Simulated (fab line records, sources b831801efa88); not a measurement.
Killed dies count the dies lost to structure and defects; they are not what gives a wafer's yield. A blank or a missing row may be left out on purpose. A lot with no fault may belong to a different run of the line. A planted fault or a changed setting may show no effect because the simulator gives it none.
The tool behind it: which one?    flow sky130    11 lots with 33 wafers sampled at 6 steps, on a route of 708 steps

== WHAT EACH GAUGE READ, for each wafer ==
SKY_LI_CONTACT_THK_MEAS_01.
lot   measured      on             LI_CONTACT_HDPCVD_THK (nm)
L613  day 27 16:52  film_metro-03  940 939 936
L616  day 28 23:21  film_metro-04  934 931 928
L617  day 29 10:16  film_metro-03  935 922 944
L618  day 29 13:58  film_metro-02  924 926 915
L619  day 29 21:38  film_metro-04  941 934 933
L620  day 29 23:13  film_metro-04  922 919 931
L627  day 33 20:31  film_metro-02  925 916 911
L631  day 34 01:23  film_metro-04  936 928 925
L628  day 34 02:13  film_metro-04  920 931 911
L632  day 34 05:21  film_metro-04  919 920 931
L635  day 35 22:39  film_metro-02  934 916 914

SKY_CONTACT_THK_MEAS_03.
lot   measured      on             CONTACT_HDPCVD_THK (nm)
L613  day 30 04:01  film_metro-01  567 557 562
L616  day 31 09:58  film_metro-02  568 566 563
L617  day 31 21:49  film_metro-02  673 669 676 673 669 675
L618  day 32 00:32  film_metro-02  680 678 670 681 678 670
L619  day 32 07:37  film_metro-01  562 565 562
L620  day 32 10:19  film_metro-02  678 684 687 678 683 687
L627  day 36 04:52  film_metro-01  561 559 556
L631  day 36 09:52  film_metro-03  564 560 561
L628  day 36 10:40  film_metro-03  577 565 565
L632  day 36 13:34  film_metro-01  566 578 573
L635  day 38 06:21  film_metro-02  561 566 567

SKY_CONTACT_BOW_MEAS_05.
lot   measured      on             CONTACT_BOW (um)
L613  day 30 04:23  film_metro-01  81 86 82
L616  day 31 10:21  film_metro-01  82 93 96
L617  day 32 04:20  film_metro-02  84 85 92
L618  day 32 06:35  film_metro-01  78 83 83
L619  day 32 07:59  film_metro-02  81 89 72
L620  day 32 12:31  film_metro-02  87 85 83
L627  day 36 05:22  film_metro-03  81 72 84
L631  day 36 10:16  film_metro-01  78 78 85
L628  day 36 11:02  film_metro-02  83 84 83
L632  day 36 13:56  film_metro-03  83 77 82
L635  day 38 06:43  film_metro-02  83 75 102

== TOOL THAT RAN EACH LOT (tool first, then ch and the chambers of the sampled wafers, then the start) ==
lot   SKY_LOCAL_INTERCONNECT_STRIP_15       SKY_CONTACT_HDPCVD_02             SKY_CONTACT_CMP_04
L613  plasma_asher-04 ch 0,1, day 30 03:15  hdpcvd-01 ch 0,1,2, day 30 03:56  cmp-01 ch 1,2, day 30 04:07
L616  plasma_asher-01 ch 0,1, day 31 09:12  hdpcvd-01 ch 0,1, day 31 09:53    cmp-01 ch 0,1,2, day 31 10:10
L617  plasma_asher-04 ch 0,1, day 31 20:57  hdpcvd-01 ch 1,2, day 31 21:44    cmp-02 ch 0,1,3, day 32 04:00
L618  plasma_asher-01 ch 0,1, day 31 23:41  hdpcvd-01 ch 0,1,2, day 32 00:28  cmp-01 ch 0,2,3, day 32 06:17
L619  plasma_asher-04 ch 0,1, day 32 06:51  hdpcvd-02 ch 0,2, day 32 07:32    cmp-01 ch 0,1,3, day 32 07:43
L620  plasma_asher-03 ch 0,1, day 32 09:33  hdpcvd-01 ch 0,1,2, day 32 10:14  cmp-01 ch 1,2,3, day 32 12:12
L627  plasma_asher-03 ch 0,1, day 36 04:07  hdpcvd-01 ch 0,1, day 36 04:48    cmp-02 ch 2,3, day 36 05:07
L631  plasma_asher-04 ch 0,1, day 36 09:06  hdpcvd-01 ch 0,1,2, day 36 09:49  cmp-01 ch 1,2,3, day 36 10:03
L628  plasma_asher-03 ch 0,1, day 36 09:54  hdpcvd-01 ch 1,2, day 36 10:35    cmp-01 ch 0,1,2, day 36 10:43
L632  plasma_asher-01 ch 0,1, day 36 12:49  hdpcvd-02 ch 1,2, day 36 13:29    cmp-01 ch 0,2,3, day 36 13:37
L635  plasma_asher-04 ch 0, day 38 05:36    hdpcvd-01 ch 0,1,2, day 38 06:17  cmp-01 ch 2,3, day 38 06:25
- SKY_LOCAL_INTERCONNECT_STRIP_15: strips in O2/N2.
- SKY_CONTACT_HDPCVD_02: deposits SiO2, target thk 565 nm, time 94.2 s.
- SKY_CONTACT_CMP_04: polishes SiO2.

== WHAT THE TOOLS THEMSELVES READ (means of the sampled wafers that have a number; where no wafer has one, the mark that the record gives instead) ==
SKY_LOCAL_INTERCONNECT_STRIP_15.
lot   tool             drypump_motor_current_A (A)  o2_flow_sccm (sccm)  oes_product_au (a.u.)  strip_time_to_endpoint_s (s)
L613  plasma_asher-04  6.2                          3013                 0.430                  4.764
L616  plasma_asher-01  5.7                          3003                 0.429                  4.753
L617  plasma_asher-04  6.3                          3000                 0.432                  4.731
L618  plasma_asher-01  5.6                          3009                 0.428                  4.709
L619  plasma_asher-04  6.3                          3008                 0.428                  4.735
L620  plasma_asher-03  6.3                          3006                 0.427                  4.710
L627  plasma_asher-03  6.3                          2998                 0.429                  4.731
L631  plasma_asher-04  6.2                          2996                 0.426                  4.727
L628  plasma_asher-03  6.3                          2999                 0.424                  4.745
L632  plasma_asher-01  5.6                          2996                 0.430                  4.721
L635  plasma_asher-04  6.3                          3009                 0.432                  4.724

SKY_CONTACT_HDPCVD_02.
lot   tool       sih4_flow_sccm (sccm)
L613  hdpcvd-01  60.14
L616  hdpcvd-01  59.85
L617  hdpcvd-01  71.91
L618  hdpcvd-01  72.02
L619  hdpcvd-02  59.96
L620  hdpcvd-01  71.98
L627  hdpcvd-01  59.70
L631  hdpcvd-01  60.10
L628  hdpcvd-01  59.93
L632  hdpcvd-02  60.05
L635  hdpcvd-01  59.96

SKY_CONTACT_CMP_04.
lot   tool    motor_current_A (A)  time_to_endpoint_s (s)
L613  cmp-01  11.7                 72
L616  cmp-01  11.8                 80
L617  cmp-02  12.6                 126
L618  cmp-01  13.4                 128
L619  cmp-01  12.5                 80
L620  cmp-01  13.4                 124
L627  cmp-02  14.0                 83
L631  cmp-01  13.4                 80
L628  cmp-01  12.3                 83
L632  cmp-01  13.1                 84
L635  cmp-01  14.0                 83

== THE ANSWER, worked out from the rows above alone ==
Rule: the usual values come from the lots themselves. The widest of any qualifying gaps counts: lots, ordered by their means at a reading, are off when they make up no more than a third of the lots, leave a main group of 4 or more, and stand apart from it by 3 or more times the standard deviation of that group's means. If all means in a main group match to the digits the tables above print for the reading, that group is not used. Also off: a lot with no number at a reading for which 4 or more lots have one. The other lots that the step has rows for count as sound. First the gauges in route order, then the tools' own readings, where a lot's mean is used as printed above. The first step at which some lot is off is used, and at that step the reading that is off furthest; a lot without a number counts as furthest.
Off: at SKY_CONTACT_THK_MEAS_03 (CONTACT_HDPCVD_THK), L617, L618, L620. Mean 565 nm and standard deviation 4.1 in the main group.
If a tool, at a process step before that reading, ran all the lots that are off and no sound lot after the first of them, it fits. Not tried: the gauges at SKY_CONTACT_THK_MEAS_03; whatever is off there is also off at SKY_CONTACT_HDPCVD_02, on other tools, and gauge error can't account for it. Not one of the candidates tried fits.

== WHAT THE SIMULATOR HAD INSERTED ==
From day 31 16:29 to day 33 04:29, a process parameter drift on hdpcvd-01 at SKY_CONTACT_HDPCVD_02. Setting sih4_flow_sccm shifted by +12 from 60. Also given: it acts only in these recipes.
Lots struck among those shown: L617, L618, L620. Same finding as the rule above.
